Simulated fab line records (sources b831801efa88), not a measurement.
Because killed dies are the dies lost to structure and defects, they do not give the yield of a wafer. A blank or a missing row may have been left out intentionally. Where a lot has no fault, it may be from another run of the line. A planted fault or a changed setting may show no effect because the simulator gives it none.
The tool behind it: which one? | flow gf180mcu | 24 lots with 72 wafers sampled at 4 steps, on a route of 602 steps

WHAT EACH GAUGE READ, for each wafer
GF_M3_OVL_MEAS_15. Usual: M3_OVL 0 nm, standard deviation 6.1.
lot  | measured     | on         | M3_OVL (nm) | flag
L074 | day 21 03:58 | overlay-01 | -1 -1 3     |
L075 | day 21 12:05 | overlay-02 | 8 4 7       |
L076 | day 21 23:04 | overlay-02 | -9 -12 -10  |
L077 | day 22 06:13 | overlay-02 | 13 1 7      |
L078 | day 22 15:55 | overlay-02 | 4 3 7       |
L079 | day 23 00:37 | overlay-01 | -9 -4 -3    |
L080 | day 23 12:07 | overlay-02 | -2 -1 3     |
L081 | day 23 21:47 | overlay-02 | -10 -5 -3   |
L082 | day 24 01:22 | overlay-02 | 1 2 -5      |
L083 | day 24 16:25 | overlay-01 | -3 5 -4     |
L084 | day 25 03:16 | overlay-02 | -8 6 2      |
L085 | day 25 09:46 | overlay-01 | -1 -7 -5    |
L086 | day 25 13:58 | overlay-01 | -3 1 0      |
L087 | day 26 04:46 | overlay-01 | -2 -11 -12  |
L088 | day 26 11:37 | overlay-02 | 5 5 -2      |
L089 | day 26 21:17 | overlay-01 | -5 2 5      |
L090 | day 27 05:04 | overlay-02 | 8 7 7       |
L091 | day 27 14:14 | overlay-01 | 5 7 1       |
L092 | day 27 20:34 | overlay-02 | 2 0 5       |
L093 | day 28 02:34 | overlay-02 | 2 11 10     |
L095 | day 28 14:40 | overlay-01 | 1 5 1       |
L094 | day 28 15:01 | overlay-02 | 4 7 0       |
L096 | day 28 18:59 | overlay-01 | -8 -2 -1    |
L097 | day 28 22:49 | overlay-01 | -2 -2 -7    |

GF_M4_OVL_MEAS_15. Usual: M4_OVL 0 nm, standard deviation 5.8.
lot  | measured     | on         | M4_OVL (nm) | flag
L074 | day 23 05:28 | overlay-02 | -2 -8 -3    |
L075 | day 23 13:05 | overlay-01 | -2 -7 5     |
L076 | day 23 23:34 | overlay-01 | -11 -13 -12 |
L077 | day 24 06:25 | overlay-01 | -2 8 7      |
L078 | day 24 16:03 | overlay-01 | 0 -2 4      |
L079 | day 25 00:49 | overlay-02 | 8 -1 5      |
L080 | day 25 10:43 | overlay-01 | -8 -5 -4    |
L081 | day 25 20:21 | overlay-02 | 3 -7 -10    |
L082 | day 25 23:39 | overlay-02 | 10 9 12     |
L083 | day 26 13:49 | overlay-01 | -2 2 -4     |
L084 | day 27 00:59 | overlay-01 | -9 -5 2     |
L085 | day 27 05:52 | overlay-02 | 4 -1 10     |
L086 | day 27 10:09 | overlay-01 | -6 5 3      |
L087 | day 27 23:51 | overlay-02 | -7 3 -1     |
L088 | day 28 06:56 | overlay-02 | -4 1 3      |
L089 | day 28 16:05 | overlay-02 | 10 7 9      |
L090 | day 28 23:23 | overlay-02 | -2 8 2      |
L091 | day 29 08:16 | overlay-01 | 5 1 -1      |
L092 | day 29 14:07 | overlay-02 | 6 0 12      |
L093 | day 29 18:52 | overlay-02 | -1 3 0      |
L095 | day 30 06:43 | overlay-02 | 3 -4 -3     |
L094 | day 30 07:23 | overlay-02 | 0 2 4       |
L096 | day 30 11:30 | overlay-02 | -6 0 -6     |
L097 | day 30 14:13 | overlay-02 | 0 5 -2      |

GF_V5_OVL_MEAS_15. Usual: V5_OVL -4 nm, standard deviation 5.
lot  | measured     | on         | V5_OVL (nm) | flag
L074 | day 26 23:40 | overlay-01 | -8 1 -7     |
L075 | day 27 07:13 | overlay-01 | -9 -5 -11   |
L076 | day 27 16:18 | overlay-02 | -8 3 -3     |
L077 | day 27 23:10 | overlay-02 | 3 -3 1      |
L078 | day 28 07:07 | overlay-01 | -11 -7 -6   |
L079 | day 28 15:45 | overlay-01 | -5 3 -5     |
L080 | day 29 01:28 | overlay-01 | 2 6 2       |
L081 | day 29 08:24 | overlay-02 | -8 0 -8     |
L082 | day 29 12:10 | overlay-01 | -9 -2 -5    |
L083 | day 30 01:28 | overlay-02 | -8 -7 -1    |
L084 | day 30 11:16 | overlay-01 | 1 -5 -8     |
L085 | day 30 16:07 | overlay-02 | 0 -6 -13    |
L086 | day 30 18:40 | overlay-02 | -4 -3 -6    |
L087 | day 31 06:51 | overlay-01 | -17 -11 -15 |
L088 | day 31 14:42 | overlay-02 | -2 -3 -5    |
L089 | day 31 22:53 | overlay-02 | 2 -4 -4     |
L090 | day 32 04:52 | overlay-01 | -9 -9 -11   |
L091 | day 32 11:03 | overlay-02 | -9 -6 2     |
L092 | day 32 16:54 | overlay-02 | 0 5 -3      |
L093 | day 32 21:30 | overlay-02 | -3 -2 2     |
L095 | day 33 06:36 | overlay-01 | 4 6 2       |
L094 | day 33 08:22 | overlay-01 | -8 -5 -7    |
L096 | day 33 12:10 | overlay-02 | -9 11 -4    |
L097 | day 33 14:46 | overlay-02 | -7 -4 2     |

EACH LOT AND THE TOOL THAT RAN IT (in order: tool; ch and the chambers of the sampled wafers; start)
lot  | GF_V3_SPUTTER_22
L074 | pvd-sputter-04, day 22 05:45
L075 | pvd-sputter-03, day 22 13:41
L076 | pvd-sputter-03, day 23 00:25
L077 | pvd-sputter-03, day 23 07:23
L078 | pvd-sputter-03, day 23 17:21
L079 | pvd-sputter-04, day 24 01:56
L080 | pvd-sputter-02, day 24 12:41
L081 | pvd-sputter-03, day 24 22:00
L082 | pvd-sputter-04, day 25 01:08
L083 | pvd-sputter-03, day 25 16:07
L084 | pvd-sputter-03, day 26 03:21
L085 | pvd-sputter-03, day 26 08:58
L086 | pvd-sputter-04, day 26 13:06
L087 | pvd-sputter-03, day 27 03:27
L088 | pvd-sputter-02, day 27 10:29
L089 | pvd-sputter-04, day 27 19:59
L090 | pvd-sputter-02, day 28 03:15
L091 | pvd-sputter-03, day 28 12:15
L092 | pvd-sputter-03, day 28 18:09
L093 | pvd-sputter-02, day 28 23:44
L095 | pvd-sputter-04, day 29 11:47
L094 | pvd-sputter-03, day 29 12:42
L096 | pvd-sputter-02, day 29 16:16
L097 | pvd-sputter-02, day 29 19:15
- GF_V3_SPUTTER_22: material TiN, target thk 10 nm, time 40 s.

WHAT THE TOOLS THEMSELVES READ (means of the sampled wafers that have a number; where no wafer has one, the mark that the record gives instead)
GF_V3_SPUTTER_22. Usual: throttle-valve-pct at 29.7 %, with a standard deviation of 1.2.
lot  | tool           | throttle-valve-pct (%) | flag
L074 | pvd-sputter-04 | 29.6                   |
L075 | pvd-sputter-03 | 29.5                   |
L076 | pvd-sputter-03 | 29.8                   |
L077 | pvd-sputter-03 | 28.9                   |
L078 | pvd-sputter-03 | 28.9                   |
L079 | pvd-sputter-04 | 30.1                   |
L080 | pvd-sputter-02 | 31.2                   |
L081 | pvd-sputter-03 | 28.5                   |
L082 | pvd-sputter-04 | 29.1                   |
L083 | pvd-sputter-03 | 28.7                   |
L084 | pvd-sputter-03 | 29.3                   |
L085 | pvd-sputter-03 | 28.6                   |
L086 | pvd-sputter-04 | 29.7                   |
L087 | pvd-sputter-03 | 29.2                   |
L088 | pvd-sputter-02 | 31.1                   |
L089 | pvd-sputter-04 | 29.1                   |
L090 | pvd-sputter-02 | 31.2                   |
L091 | pvd-sputter-03 | 28.6                   |
L092 | pvd-sputter-03 | 28.3                   |
L093 | pvd-sputter-02 | 31.2                   |
L095 | pvd-sputter-04 | 29.7                   |
L094 | pvd-sputter-03 | 29.0                   |
L096 | pvd-sputter-02 | 30.7                   |
L097 | pvd-sputter-02 | 30.5                   |

THE ANSWER, worked out from the rows above alone
Rule: take the mean of a lot's wafers that have a number; if it is more than 3 standard deviations from the usual mean, the lot is off. Also off: a lot with no number at a reading for which 4 or more lots have one. Any other lot the step has rows for is counted as sound. After the gauges, taken in route order, come the tools' own readings; for these a lot's mean is taken, as printed above. The first step at which some lot is off is used, and at that step the reading that is off furthest; a lot without a number counts as furthest.
Nothing can be told from this: no lot is off at any reading shown.

WHAT THE SIMULATOR HAD PUT IN
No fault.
